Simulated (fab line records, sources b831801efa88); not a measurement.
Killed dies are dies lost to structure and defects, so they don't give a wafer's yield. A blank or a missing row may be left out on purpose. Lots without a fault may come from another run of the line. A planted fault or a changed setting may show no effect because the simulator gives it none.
fab line records | flow gf180mcu
record lots=5 wafers=15 last_day=34
route steps=602 shown LVPWELL@138 MVPSD@139 VT_IMPLANT@140 DUAL_GATE@141 POLY_GATE@157 HV_LDD@176
lots that met no fault: from a run of the same line without faults
start_h: hours from the record's first day to the start of the lot's first wafer shown | wait_h: hours since the lot's step before | " the same as in the row above | L1.1+2: a row that stands for several wafers | - no value, or no start given | * or withheld: withheld | < > ~ a bound
route shown NAME@n: a module of which the file shows steps, and the number in the route of the first | usual: mean/standard deviation of fault-free wafers | same: alike in all rows | chamber/n: place in a boat | sites: the reading at each site | _std_site: their standard deviation | _edge_site: outer sites' mean less inner sites' | radius_mm: how far each site lies from the wafer's centre | mask NAME#n: copy n | behind: the tool/chamber that last shaped the wafer | hold: why the lot was held/for how many hours/how that ended | device: the transistor (n, p or np) that didn't switch | end of line: the same wafers' tests at the end of the route | a step without rows: its recipe alone | killed: dies lost to structure and defects at the first sort, not the wafer's yield | map: a wafer's dies, x killed, . not, _ none there
set.NAME: the setting as run; set.NAME@STEP: as run at that earlier step | model.NAME: the simulator's own value behind a step, which no gauge read
lots at some steps of the route; a table a step, a row a wafer
services: from which hour (start_h, from the record's first day; less than 0 if before it) a tool's chamber was out of use, for how many hours, and why
## steps
# step GF_VT_IMPLANT_RS_MEAS_48
# recipe thk_meas_gauge=four-point-probe
# usual LVPWELL_RS=1196/3.6
# columns lot.wafer tool chamber start_h wait_h LVPWELL_RS[ohm/sq]
L075.3 film_metro-01 - 169.46 0.1 1201
L075.4 " - " " 1202
L075.6 " - " " 1202
L077.1 film_metro-04 - 183.81 0.1 1195
L077.4 " - " " 1196
L077.6 " - " " 1193
L080.2 film_metro-02 - 197.83 0.1 1198
L080.3 " - " " 1201
L080.4 " - " " 1198
L081.1 film_metro-04 - 203.65 0.1 1196
L081.5 " - " " 1196
L081.6 " - " " 1196
L095.3 film_metro-04 - 300.61 0.1 1193
L095.5 " - " " 1194
L095.6 " - " " 1195
# step GF_VT_IMPLANT_RS_MEAS_49
# recipe thk_meas_gauge=four-point-probe
# usual MVPSD_RS=1169/3.3
# columns lot.wafer tool chamber start_h wait_h MVPSD_RS[ohm/sq]
L075.3 film_metro-01 - 169.58 0.1 1170
L075.4 " - " " 1173
L075.6 " - " " 1172
L077.1 film_metro-04 - 183.93 0.1 1167
L077.4 " - " " 1167
L077.6 " - " " 1166
L080.2 film_metro-02 - 197.95 0.1 1168
L080.3 " - " " 1163
L080.4 " - " " 1167
L081.1 film_metro-04 - 203.77 0.1 1169
L081.5 " - " " 1170
L081.6 " - " " 1169
L095.3 film_metro-04 - 300.73 0.1 1168
L095.5 " - " " 1173
L095.6 " - " " 1171
# step GF_VT_IMPLANT_WET_ETCH_50
# recipe chemistry=dHF target_depth_nm=20 target=SiO2 temp_c=25 dilution=100:1 time_s=400
# columns lot.wafer tool chamber start_h wait_h
L075.3+4+6 wet_bench-01 3 169.66 0.1
L077.1+4+6 wet_bench-03 1 184.05 0.1
L080.2+3+4 wet_bench-04 0 198.05 0.1
L081.1+5+6 wet_bench-04 2 203.89 0.1
L095.3+5+6 wet_bench-01 0 300.81 0.1
# step GF_DUAL_GATE_CLEAN_00
# recipe chemistry=SC1/SC2 mix=1:4:20 temp_c=70 time_s=150
# columns lot.wafer tool chamber start_h wait_h
L075.3+4+6 wet_bench-04 0 169.78 0.0
L077.1+4+6 wet_bench-01 2 184.17 0.0
L080.2+3+4 wet_bench-01 1 198.17 0.0
L081.1+5+6 wet_bench-01 1 204.01 0.0
L095.3+5+6 wet_bench-01 1 301.04 0.0
# step GF_DUAL_GATE_CLEAN_01
# recipe chemistry=dHF time_s=20 dilution=100:1 dry=ipa_marangoni
# columns lot.wafer tool chamber start_h wait_h
L075.3+4+6 wet_bench-03 1 169.83 0.0
L077.1+4+6 wet_bench-04 2 184.23 0.0
L080.2+3+4 wet_bench-03 1 198.22 0.0
L081.1+5+6 wet_bench-03 2 204.06 0.0
L095.3+5+6 wet_bench-01 0 301.14 0.0
# step GF_DUAL_GATE_OXIDATION_02
# recipe temp_c=900 ambient=O2 stabilise_s=600 purge_s=300 target_thk_a=108.87 ox_time_s=1602
# columns lot.wafer tool chamber start_h wait_h
L075.3+4+6 furnace-01 0 170.91 1.1
L077.1+4+6 furnace-02 0 184.67 0.4
L080.2+3+4 furnace-01 0 198.43 0.2
L081.1+5+6 furnace-02 0 204.37 0.3
L095.3+5+6 furnace-02 0 301.56 0.4
# step GF_DUAL_GATE_THK_MEAS_03
# recipe reads=SiO2_of_DUAL_GATE_OXIDATION_02
# usual DUAL_GATE_OXIDATION_00_THK=10.85/0.22
# columns lot.wafer tool chamber start_h wait_h DUAL_GATE_OXIDATION_00_THK[nm]
L075.3 film_metro-03 - 172.37 0.0 10.99
L075.4 " - " " 11.05
L075.6 " - " " 10.95
L077.1 film_metro-01 - 186.11 0.0 11.02
L077.4 " - " " 10.96
L077.6 " - " " 10.95
L080.2 film_metro-01 - 199.88 0.0 11.28
L080.3 " - " " 11.19
L080.4 " - " " 11.19
L081.1 film_metro-01 - 205.81 0.0 10.59
L081.5 " - " " 10.48
L081.6 " - " " 10.31
L095.3 film_metro-03 - 303.02 0.0 11.02
L095.5 " - " " 10.97
L095.6 " - " " 10.93
# step GF_DUAL_GATE_DEHYDRATE_04
# recipe temp_c=200 time_s=60
# columns lot.wafer tool chamber start_h wait_h
L075.3+4+6 litho_track-03 0 179.97 7.6
L077.1+4+6 litho_track-04 0 193.61 7.5
L080.2+3+4 litho_track-03 0 208.05 8.2
L081.1+5+6 litho_track-01 0 214.15 8.3
L095.3+5+6 litho_track-04 0 312.71 9.7
# step GF_DUAL_GATE_HMDS_05
# recipe prime_time_s=60 prime_temp_c=120
# columns lot.wafer tool chamber start_h wait_h
L075.3+4+6 litho_track-03 0 180.12 0.1
L077.1+4+6 litho_track-04 0 193.76 0.1
L080.2+3+4 litho_track-03 0 208.20 0.1
L081.1+5+6 litho_track-01 0 214.30 0.1
L095.3+5+6 litho_track-04 0 312.86 0.1
# step GF_DUAL_GATE_COAT_06
# recipe resist=NOVOLAK spin_rpm=3000 resist_thk_nm=1000
# columns lot.wafer tool chamber start_h wait_h
L075.3+4+6 litho_track-03 0 180.27 0.1
L077.1+4+6 litho_track-04 0 193.91 0.1
L080.2+3+4 litho_track-03 0 208.35 0.1
L081.1+5+6 litho_track-01 0 214.45 0.1
L095.3+5+6 litho_track-04 0 313.01 0.1
# step GF_DUAL_GATE_SOFTBAKE_07
# recipe temp_c=90 time_s=60 resist=NOVOLAK
# columns lot.wafer tool chamber start_h wait_h
L075.3+4+6 litho_track-03 0 180.42 0.1
L077.1+4+6 litho_track-04 0 194.06 0.1
L080.2+3+4 litho_track-03 0 208.50 0.1
L081.1+5+6 litho_track-01 0 214.60 0.1
L095.3+5+6 litho_track-04 0 313.16 0.1
# step GF_DUAL_GATE_EXPOSE_08
# recipe mask_id=Dualgate target_cd_nm=700 na=0.6 source_shape=conventional sigma_outer=0.6 dose_mj=140
# columns lot.wafer tool chamber start_h wait_h mask
L075.3+4+6 iline_stepper-01 0 - - Dualgate#0
L077.1+4+6 iline_stepper-02 0 - - Dualgate#0
L080.2+3+4 iline_stepper-02 0 - - Dualgate#0
L081.1+5+6 iline_stepper-01 0 - - Dualgate#0
L095.3+5+6 iline_stepper-02 0 - - Dualgate#0
# step GF_DUAL_GATE_PEB_09
# recipe temp_c=withheld time_s=* resist=NOVOLAK
# columns lot.wafer tool chamber start_h wait_h
L075.3+4+6 litho_track-04 0 - -
L077.1+4+6 litho_track-01 0 - -
L080.2+3+4 litho_track-01 0 - -
L081.1+5+6 litho_track-04 0 - -
L095.3+5+6 litho_track-01 0 - -
# step GF_DUAL_GATE_DEVELOP_10
# recipe develop_time_s=60 dev_temp_c=23
# columns lot.wafer tool chamber start_h wait_h
L075.3+4+6 litho_track-04 0 188.66 0.1
L077.1+4+6 litho_track-01 0 202.40 0.1
L080.2+3+4 litho_track-01 0 217.32 0.1
L081.1+5+6 litho_track-04 0 223.71 0.1
L095.3+5+6 litho_track-01 0 322.74 0.1
# step GF_DUAL_GATE_OVL_MEAS_11
# usual DUAL_GATE_OVL=-1.0/1.5
# columns lot.wafer tool chamber start_h wait_h DUAL_GATE_OVL[nm]
L075.3 overlay-01 - 188.78 0.1 -3.2
L075.4 " - " " -0.8
L075.6 " - " " -3.8
L077.1 overlay-02 - 202.55 0.1 -1.2
L077.4 " - " " -1.9
L077.6 " - " " -0.5
L080.2 overlay-01 - 217.45 0.1 -0.8
L080.3 " - " " -0.5
L080.4 " - " " -0.9
L081.1 overlay-02 - 223.86 0.1 -0.1
L081.5 " - " " -0.8
L081.6 " - " " 0.6
L095.3 overlay-02 - 322.86 0.1 -0.1
L095.5 " - " " -0.7
L095.6 " - " " 1.3
# step GF_DUAL_GATE_WET_ETCH_12
# recipe chemistry=dHF target_depth_nm=13 dry=n2_spin target=SiO2 temp_c=25 dilution=100:1 time_s=260
# columns lot.wafer tool chamber start_h wait_h
L075.3+4+6 wet_bench-04 0 188.80 0.0
L077.1+4+6 wet_bench-01 0 202.58 0.0
L080.2+3+4 wet_bench-01 0 217.48 0.0
L081.1+5+6 wet_bench-01 3 223.90 0.0
L095.3+5+6 wet_bench-04 2 322.88 0.0
# step GF_DUAL_GATE_STRIP_13
# recipe chemistry=O2/N2 power_w=1400 pressure_mtorr=1500 platen_temp_c=250 o2_flow_sccm=3000 n2_flow_sccm=300 overash_fraction=0.5
# usual drypump_motor_current_A=5.6/0.62 heater_power_w=348/19 oes_product_au=0.716/0.0046 strip_time_to_endpoint_s=12.63/0.032
# columns lot.wafer tool chamber start_h wait_h drypump_motor_current_A heater_power_w oes_product_au rf_hours_counter_h strip_time_to_endpoint_s
L075.3 plasma_asher-01 1 188.92 0.0 5.1 381 0.719 - 12.61
L075.4 " 0 " " 6.1 339 0.720 - 12.62
L075.6 " 1 " " 5.1 384 0.717 - 12.60
L077.1 plasma_asher-02 0 202.66 0.0 5.1 361 0.716 58 12.62
L077.4 " 1 " " 4.7 348 0.709 - 12.63
L077.6 " 1 " " 4.7 345 0.716 - 12.63
L080.2 plasma_asher-04 1 217.56 0.0 6.5 335 0.716 57 12.59
L080.3 " 1 " " 6.4 343 0.716 - 12.59
L080.4 " 0 " " 5.5 330 0.722 - 12.59
L081.1 plasma_asher-01 1 223.98 0.0 5.1 387 0.719 36 12.66
L081.5 " 1 " " 5.1 379 0.714 - 12.69
L081.6 " 0 " " 6.1 346 0.713 - 12.63
L095.3 plasma_asher-02 0 322.99 0.0 5.1 353 0.713 - 12.68
L095.5 " 1 " " 4.6 354 0.719 - 12.68
L095.6 " 0 " " 5.1 360 0.719 - 12.66
# step GF_DUAL_GATE_CLEAN_14
# recipe chemistry=SC1/SC2 mix=1:4:20 temp_c=70 time_s=150 dry=n2_spin
# columns lot.wafer tool chamber start_h wait_h
L075.3+4+6 wet_bench-03 3 188.99 0.0
L077.1+4+6 wet_bench-04 2 202.76 0.1
L080.2+3+4 wet_bench-03 3 217.66 0.1
L081.1+5+6 wet_bench-04 2 224.08 0.1
L095.3+5+6 wet_bench-01 2 323.06 0.0
# step GF_DUAL_GATE_OXIDATION_15
# recipe temp_c=850 ambient=O2 stabilise_s=600 purge_s=300 target_thk_a=70.98 ox_time_s=1995
# columns lot.wafer tool chamber start_h wait_h
L075.3+4+6 furnace-02 0 189.66 0.6
L077.1+4+6 furnace-02 0 202.81 0.0
L080.2+3+4 furnace-01 0 219.73 2.0
L081.1+5+6 furnace-01 0 224.96 0.8
L095.3+5+6 furnace-02 0 324.42 1.3
# step GF_POLY_GATE_CVD_00
# recipe material=poly-Si target_thk_nm=200 temp_c=620 time_s=1200 pressure_mtorr=200
# columns lot.wafer tool chamber start_h wait_h
L075.3+4+6 lpcvd-02 1 191.21 0.0
L077.1+4+6 lpcvd-01 1 204.37 0.0
L080.2+3+4 lpcvd-01 0 221.28 0.0
L081.1+5+6 lpcvd-02 0 226.52 0.0
L095.3+5+6 lpcvd-02 0 325.97 0.0
# step GF_POLY_GATE_THK_MEAS_01
# recipe reads=poly-Si_of_POLY_GATE_CVD_00
# usual POLY_GATE_CVD_00_THK=200.7/1.9
# columns lot.wafer tool chamber start_h wait_h POLY_GATE_CVD_00_THK[nm]
L075.3 film_metro-03 - 192.56 0.0 198.6
L075.4 " - " " 197.9
L075.6 " - " " 199.3
L077.1 film_metro-03 - 205.70 0.0 199.5
L077.4 " - " " 201.1
L077.6 " - " " 199.8
L080.2 film_metro-04 - 222.62 0.0 200.3
L080.3 " - " " 200.8
L080.4 " - " " 200.8
L081.1 film_metro-04 - 227.85 0.0 198.9
L081.5 " - " " 198.5
L081.6 " - " " 198.3
L095.3 film_metro-04 - 327.32 0.0 204.6
L095.5 " - " " 203.9
L095.6 " - " " 202.3
# step GF_POLY_GATE_DEHYDRATE_02
# recipe temp_c=200 time_s=60
# columns lot.wafer tool chamber start_h wait_h
L075.3+4+6 litho_track-01 0 200.15 7.6
L077.1+4+6 litho_track-04 0 213.91 8.2
L080.2+3+4 litho_track-02 0 230.81 8.2
L081.1+5+6 litho_track-01 0 235.95 8.1
L095.3+5+6 litho_track-01 0 337.54 10.2
# step GF_POLY_GATE_HMDS_03
# recipe prime_time_s=60 prime_temp_c=120
# columns lot.wafer tool chamber start_h wait_h
L075.3+4+6 litho_track-01 0 200.30 0.1
L077.1+4+6 litho_track-04 0 214.06 0.1
L080.2+3+4 litho_track-02 0 230.96 0.1
L081.1+5+6 litho_track-01 0 236.10 0.1
L095.3+5+6 litho_track-01 0 337.69 0.1
# step GF_POLY_GATE_COAT_04
# recipe resist=BARC temp_c=withheld time_s=withheld spin_rpm=withheld resist_thk_nm=withheld
# columns lot.wafer tool chamber start_h wait_h
L075.3+4+6 litho_track-01 0 200.45 0.1
L077.1+4+6 litho_track-04 0 214.21 0.1
L080.2+3+4 litho_track-02 0 231.11 0.1
L081.1+5+6 litho_track-01 0 236.25 0.1
L095.3+5+6 litho_track-01 0 337.84 0.1
# step GF_POLY_GATE_COAT_05
# recipe resist=KrF spin_rpm=withheld resist_thk_nm=700
# columns lot.wafer tool chamber start_h wait_h
L075.3+4+6 litho_track-01 0 - -
L077.1+4+6 litho_track-04 0 - -
L080.2+3+4 litho_track-02 0 - -
L081.1+5+6 litho_track-01 0 - -
L095.3+5+6 litho_track-01 0 - -
# step GF_POLY_GATE_SOFTBAKE_06
# recipe temp_c=130 time_s=60 resist=KrF
# columns lot.wafer tool chamber start_h wait_h
L075.3+4+6 litho_track-01 0 - -
L077.1+4+6 litho_track-04 0 - -
L080.2+3+4 litho_track-02 0 - -
L081.1+5+6 litho_track-01 0 - -
L095.3+5+6 litho_track-01 0 - -
# step GF_POLY_GATE_EXPOSE_07
# recipe mask_id=Poly2 target_cd_nm=280 na=0.68 source_shape=conventional sigma_outer=0.6 dose_mj=28
# columns lot.wafer tool chamber start_h wait_h mask
L075.3+4+6 krf_scanner-01 0 - - Poly2#0
L077.1+4+6 krf_scanner-01 0 - - Poly2#0
L080.2+3+4 krf_scanner-02 0 - - Poly2#0
L081.1+5+6 krf_scanner-02 0 - - Poly2#0
L095.3+5+6 krf_scanner-01 0 - - Poly2#0
# step GF_POLY_GATE_PEB_08
# recipe peb_temp_c=135 peb_time_s=90 resist=KrF
# columns lot.wafer tool chamber start_h wait_h
L075.3+4+6 litho_track-04 0 - -
L077.1+4+6 litho_track-04 0 - -
L080.2+3+4 litho_track-04 0 - -
L081.1+5+6 litho_track-01 0 - -
L095.3+5+6 litho_track-02 0 - -
# step GF_POLY_GATE_DEVELOP_09
# recipe develop_time_s=60 resist=KrF dev_temp_c=21
# columns lot.wafer tool chamber start_h wait_h
L075.3+4+6 litho_track-04 0 209.11 0.1
L077.1+4+6 litho_track-04 0 223.41 0.2
L080.2+3+4 litho_track-04 0 240.49 0.2
L081.1+5+6 litho_track-01 0 245.59 0.2
L095.3+5+6 litho_track-02 0 348.63 0.1
# step GF_POLY_GATE_CD_MEAS_10
# recipe target_cd_nm=280
# usual cd_nm=279.9/1.5
# columns lot.wafer tool chamber start_h wait_h cd_nm
L075.3 cd_sem-02 - 209.25 0.1 282.5
L075.4 " - " " 282.1
L075.6 " - " " 280.6
L077.1 cd_sem-02 - 223.56 0.1 278.9
L077.4 " - " " 277.8
L077.6 " - " " 279.0
L080.2 cd_sem-01 - 240.63 0.1 280.2
L080.3 " - " " 279.9
L080.4 " - " " 278.5
L081.1 cd_sem-01 - 245.74 0.1 281.7
L081.5 " - " " 283.0
L081.6 " - " " 282.5
L095.3 cd_sem-02 - 348.77 0.1 281.6
L095.5 " - " " 281.5
L095.6 " - " " 282.9
# step GF_POLY_GATE_OVL_MEAS_11
# usual POLY_GATE_OVL=0/6.5
# columns lot.wafer tool chamber start_h wait_h POLY_GATE_OVL[nm]
L075.3 overlay-01 - 209.35 0.1 2
L075.4 " - " " -2
L075.6 " - " " 3
L077.1 overlay-01 - 223.68 0.1 -6
L077.4 " - " " -10
L077.6 " - " " -10
L080.2 overlay-02 - 240.74 0.1 -2
L080.3 " - " " 3
L080.4 " - " " -5
L081.1 overlay-02 - 245.86 0.1 14
L081.5 " - " " 5
L081.6 " - " " 3
L095.3 overlay-02 - 348.86 0.1 -9
L095.5 " - " " 5
L095.6 " - " " -11
# step GF_POLY_GATE_ETCH_12
# recipe chemistry=N2/H2 target_depth_a=withheld overetch_a=withheld time_s=withheld target=BARC ion_energy_ev=200 source_w=500 bias_w=100 pressure_mtorr=30 n2_flow_sccm=100 h2_flow_sccm=200
# usual drypump_motor_current_A=5.7/0.52 oes_product_au=0.735/0.0047 throttle_valve_pct=13.214/0.009
# columns lot.wafer tool chamber start_h wait_h drypump_motor_current_A oes_product_au throttle_valve_pct
L075.3 rie_diel-03 0 209.37 0.0 5.4 0.731 13.215
L075.4 " 3 " " 5.9 0.734 13.212
L075.6 " 2 " " 4.8 0.739 13.228
L077.1 rie_diel-03 0 223.72 0.0 5.4 0.735 13.205
L077.4 " 0 " " 5.4 0.737 13.214
L077.6 " 1 " " 5.4 0.731 13.203
L080.2 rie_diel-04 0 240.77 0.0 5.2 0.738 13.201
L080.3 " 3 " " 6.0 0.727 13.217
L080.4 " 2 " " 6.5 0.733 13.222
L081.1 rie_diel-01 2 245.90 0.0 5.6 0.738 13.201
L081.5 " 0 " " 6.1 0.734 13.212
L081.6 " 3 " " 6.5 0.732 13.202
L095.3 rie_diel-04 2 348.88 0.0 6.5 0.730 13.230
L095.5 " 2 " " 6.5 0.740 13.213
L095.6 " 3 " " 6.1 0.741 13.227
# step GF_POLY_GATE_ETCH_13
# recipe target=poly-Si target_depth_nm=198.5 stop_on=SiO2 over_etch_frac=0.403 chemistry=HBr/Cl2 icp_w=400 bias_w=100 pressure_mtorr=10 HBr_flow_sccm=150 Cl2_flow_sccm=50 time_s=69.6
# usual drypump_motor_current_A=5.6/0.59 oes_product_au=0.992/0.007 throttle_valve_pct=33.684/0.0092
# columns lot.wafer tool chamber start_h wait_h drypump_motor_current_A oes_product_au rf_hours_counter_h throttle_valve_pct
L075.3 rie_si-02 1 209.42 - 5.7 0.986 62 33.678
L075.4 " 0 " " 4.9 0.983 3 33.683
L075.6 " 1 " " 5.7 0.986 - 33.676
L077.1 rie_si-01 2 223.77 - 5.2 0.999 3 33.676
L077.4 " 1 " " 6.3 0.996 2 33.667
L077.6 " 2 " " 5.2 0.999 - 33.698
L080.2 rie_si-01 3 240.82 - 5.0 0.993 43 33.687
L080.3 " 0 " " 6.4 0.999 50 33.684
L080.4 " 1 " " 6.2 0.981 3 33.696
L081.1 rie_si-01 2 245.95 - 5.2 0.985 3 33.683
L081.5 " 2 " " 5.2 0.992 - 33.689
L081.6 " 3 " " 5.1 0.982 - 33.684
L095.3 rie_si-01 3 348.94 - 5.0 0.995 44 33.670
L095.5 " 1 " " 6.2 0.987 - 33.671
L095.6 " 2 " " 5.2 0.997 - 33.676
# step GF_POLY_GATE_STRIP_14
# recipe chemistry=O2/N2 power_w=1400 pressure_mtorr=1500 platen_temp_c=250 o2_flow_sccm=3000 n2_flow_sccm=300 overash_fraction=0.5
# usual drypump_motor_current_A=5.6/0.61 heater_power_w=336/15 oes_product_au=0.504/0.0048
# columns lot.wafer tool chamber start_h wait_h drypump_motor_current_A heater_power_w oes_product_au rf_hours_counter_h
L075.3 plasma_asher-02 1 209.51 0.1 4.6 346 0.508 -
L075.4 " 0 " " 5.1 363 0.506 -
L075.6 " 0 " " 5.1 355 0.504 -
L077.1 plasma_asher-02 0 223.83 0.0 5.1 360 0.506 60
L077.4 " 0 " " 5.1 352 0.492 -
L077.6 " 1 " " 4.6 344 0.509 -
L080.2 plasma_asher-02 0 240.88 0.0 5.1 344 0.506 62
L080.3 " 0 " " 5.1 358 0.508 -
L080.4 " 1 " " 4.6 352 0.509 -
L081.1 plasma_asher-03 1 246.01 0.0 5.5 325 0.510 14
L081.5 " 0 " " 6.2 309 0.502 -
L081.6 " 1 " " 5.5 331 0.502 -
L095.3 plasma_asher-02 0 349.02 0.1 5.1 355 0.514 -
L095.5 " 1 " " 4.7 349 0.502 -
L095.6 " 0 " " 5.1 357 0.497 -
# step GF_POLY_GATE_CLEAN_15
# recipe chemistry=SC1/SC2 mix=1:4:20 temp_c=70 time_s=150 dry=n2_spin
# columns lot.wafer tool chamber start_h wait_h
L075.3+4+6 wet_bench-01 1 209.58 0.0
L077.1+4+6 wet_bench-02 1 223.93 0.1
L080.2+3+4 wet_bench-02 2 240.98 0.1
L081.1+5+6 wet_bench-02 1 246.11 0.1
L095.3+5+6 wet_bench-01 1 349.09 0.0
# step GF_POLY_GATE_OXIDATION_16
# recipe temp_c=850 ambient=O2 stabilise_s=600 purge_s=300 target_thk_a=40 ox_time_s=899
# columns lot.wafer tool chamber start_h wait_h
L075.3+4+6 furnace-02 0 209.63 0.0
L077.1+4+6 furnace-02 0 223.98 0.0
L080.2+3+4 furnace-02 0 241.03 0.0
L081.1+5+6 furnace-02 0 246.51 0.4
L095.3+5+6 furnace-02 0 349.14 0.0
# step GF_POLY_GATE_THK_MEAS_17
# recipe reads=SiO2_of_POLY_GATE_OXIDATION_16
# usual POLY_GATE_OXIDATION_THK=4.00/0.076
# columns lot.wafer tool chamber start_h wait_h POLY_GATE_OXIDATION_THK[nm]
L075.3 film_metro-01 - 210.90 0.0 4.00
L075.4 " - " " 3.99
L075.6 " - " " 3.87
L077.1 film_metro-01 - 225.23 0.0 3.93
L077.4 " - " " 4.02
L077.6 " - " " 3.97
L080.2 film_metro-01 - 242.29 0.0 3.97
L080.3 " - " " 3.99
L080.4 " - " " 4.00
L081.1 film_metro-04 - 247.76 0.0 4.07
L081.5 " - " " 4.09
L081.6 " - " " 4.08
L095.3 film_metro-04 - 350.41 0.0 4.13
L095.5 " - " " 4.14
L095.6 " - " " 4.13
# step GF_POLY_GATE_CD_MEAS_18
# usual cd_nm=280.3/1.6
# columns lot.wafer tool chamber start_h wait_h cd_nm
L075.3 cd_sem-01 - 210.99 0.1 283.6
L075.4 " - " " 283.4
L075.6 " - " " 280.7
L077.1 cd_sem-02 - 225.37 0.1 279.5
L077.4 " - " " 277.7
L077.6 " - " " 279.9
L080.2 cd_sem-02 - 242.37 0.1 279.4
L080.3 " - " " 279.4
L080.4 " - " " 279.2
L081.1 cd_sem-02 - 247.82 0.1 283.5
L081.5 " - " " 283.2
L081.6 " - " " 281.2
L095.3 cd_sem-01 - 350.51 0.1 281.4
L095.5 " - " " 282.0
L095.6 " - " " 284.4
# step GF_HV_LDD_DEHYDRATE_00
# recipe temp_c=200 time_s=60
# columns lot.wafer tool chamber start_h wait_h
L075.3+4+6 litho_track-02 0 219.53 8.5
L077.1+4+6 litho_track-03 0 233.92 8.5
L080.2+3+4 litho_track-01 0 251.17 8.8
L081.1+5+6 litho_track-01 0 256.94 9.1
L095.3+5+6 litho_track-03 0 360.97 10.4
# step GF_HV_LDD_HMDS_01
# recipe prime_time_s=60 prime_temp_c=120
# columns lot.wafer tool chamber start_h wait_h
L075.3+4+6 litho_track-02 0 219.68 0.1
L077.1+4+6 litho_track-03 0 234.07 0.1
L080.2+3+4 litho_track-01 0 251.32 0.1
L081.1+5+6 litho_track-01 0 257.09 0.1
L095.3+5+6 litho_track-03 0 361.12 0.1
# step GF_HV_LDD_COAT_02
# recipe resist=NOVOLAK spin_rpm=3000 resist_thk_nm=1000
# columns lot.wafer tool chamber start_h wait_h
L075.3+4+6 litho_track-02 0 219.83 0.1
L077.1+4+6 litho_track-03 0 234.22 0.1
L080.2+3+4 litho_track-01 0 251.47 0.1
L081.1+5+6 litho_track-01 0 257.24 0.1
L095.3+5+6 litho_track-03 0 361.27 0.1
# step GF_HV_LDD_SOFTBAKE_03
# recipe temp_c=90 time_s=60 resist=NOVOLAK
# columns lot.wafer tool chamber start_h wait_h
L075.3+4+6 litho_track-02 0 219.98 0.1
L077.1+4+6 litho_track-03 0 234.37 0.1
L080.2+3+4 litho_track-01 0 251.62 0.1
L081.1+5+6 litho_track-01 0 257.39 0.1
L095.3+5+6 litho_track-03 0 361.42 0.1
# step GF_HV_LDD_EXPOSE_04
# recipe mask_id=Nplus_LV_AREA target_cd_nm=400 na=0.6 source_shape=conventional sigma_outer=0.6 dose_mj=140
# columns lot.wafer tool chamber start_h wait_h mask
L075.3+4+6 iline_stepper-02 0 - - Nplus_LV_AREA#0
L077.1+4+6 iline_stepper-01 0 - - Nplus_LV_AREA#0
L080.2+3+4 iline_stepper-01 0 - - Nplus_LV_AREA#0
L081.1+5+6 iline_stepper-02 0 - - Nplus_LV_AREA#0
L095.3+5+6 iline_stepper-02 0 - - Nplus_LV_AREA#0
# step GF_HV_LDD_PEB_05
# recipe temp_c=withheld time_s=* resist=NOVOLAK
# columns lot.wafer tool chamber start_h wait_h
L075.3+4+6 litho_track-02 0 - -
L077.1+4+6 litho_track-02 0 - -
L080.2+3+4 litho_track-01 0 - -
L081.1+5+6 litho_track-03 0 - -
L095.3+5+6 litho_track-03 0 - -
# step GF_HV_LDD_DEVELOP_06
# recipe develop_time_s=60 dev_temp_c=23
# columns lot.wafer tool chamber start_h wait_h
L075.3+4+6 litho_track-02 0 228.23 0.1
L077.1+4+6 litho_track-02 0 243.63 0.1
L080.2+3+4 litho_track-01 0 260.27 0.1
L081.1+5+6 litho_track-03 0 266.62 0.1
L095.3+5+6 litho_track-03 0 371.97 0.1
# step GF_HV_LDD_CD_MEAS_07
# recipe target_cd_nm=400
# usual cd_nm=400.3/2
# columns lot.wafer tool chamber start_h wait_h cd_nm
L075.3 cd_sem-01 - 228.37 0.1 396.8
L075.4 " - " " 398.0
L075.6 " - " " 395.5
L077.1 cd_sem-01 - 243.78 0.1 399.3
L077.4 " - " " 401.0
L077.6 " - " " 400.1
L080.2 cd_sem-02 - 260.41 0.1 399.9
L080.3 " - " " 399.1
L080.4 " - " " 400.7
L081.1 cd_sem-01 - 266.77 0.1 397.0
L081.5 " - " " 398.4
L081.6 " - " " 399.8
L095.3 cd_sem-01 - 372.11 0.1 397.8
L095.5 " - " " 399.7
L095.6 " - " " 398.1
# step GF_HV_LDD_OVL_MEAS_08
# usual HV_LDD_OVL=0.2/1.3
# columns lot.wafer tool chamber start_h wait_h HV_LDD_OVL[nm]
L075.3 overlay-01 - 228.46 0.1 0.3
L075.4 " - " " -0.5
L075.6 " - " " 0.2
L077.1 overlay-01 - 243.90 0.1 -2.1
L077.4 " - " " -1.0
L077.6 " - " " -1.4
L080.2 overlay-02 - 260.52 0.1 0.8
L080.3 " - " " -1.0
L080.4 " - " " 1.4
L081.1 overlay-01 - 266.89 0.1 0.3
L081.5 " - " " 0.1
L081.6 " - " " -0.3
L095.3 overlay-01 - 372.20 0.1 -0.3
L095.5 " - " " 0.4
L095.6 " - " " -1.9
# step GF_HV_LDD_IMPLANT_09
# recipe species=As energy_kev=40 dose_cm2=1e+14 tilt_deg=7
# columns lot.wafer tool chamber start_h wait_h
L075.3+4+6 implanter-03 0 228.54 0.1
L077.1+4+6 implanter-01 0 243.94 0.0
L080.2+3+4 implanter-04 0 260.58 0.0
L081.1+5+6 implanter-01 0 266.93 0.0
L095.3+5+6 implanter-03 0 372.28 0.1
## services
# columns tool chamber start_h hours kind
krf_scanner-01 - 149.04 1.2 repair
lpcvd-02 - 159.42 0.6 repair
lpcvd-02 - 160.83 2.8 pm
krf_scanner-01 - 167.79 0.8 pm
furnace-02 - 167.92 4.8 pm
iline_stepper-02 - 174.62 1.7 pm
krf_scanner-01 - 190.65 1.0 pm
furnace-01 - 193.59 3.7 pm
rie_si-01 - 203.72 2.8 pm
lpcvd-02 - 214.40 0.8 pm
furnace-01 - 215.78 3.9 pm
plasma_asher-02 - 245.23 14.6 pm
krf_scanner-01 - 247.02 1.3 pm
iline_stepper-01 - 252.84 9.2 repair
rie_si-01 - 253.53 0.5 repair
iline_stepper-01 - 262.58 1.7 pm
krf_scanner-01 - 265.59 3.6 pm
plasma_asher-02 - 268.67 2.8 pm
plasma_asher-02 - 280.43 8.7 repair
iline_stepper-01 - 284.26 5.1 repair
furnace-01 - 316.19 7.0 repair
furnace-02 - 336.38 3.6 pm
furnace-02 - 344.46 2.8 pm
iline_stepper-02 - 351.27 6.3 repair
## key
fault none
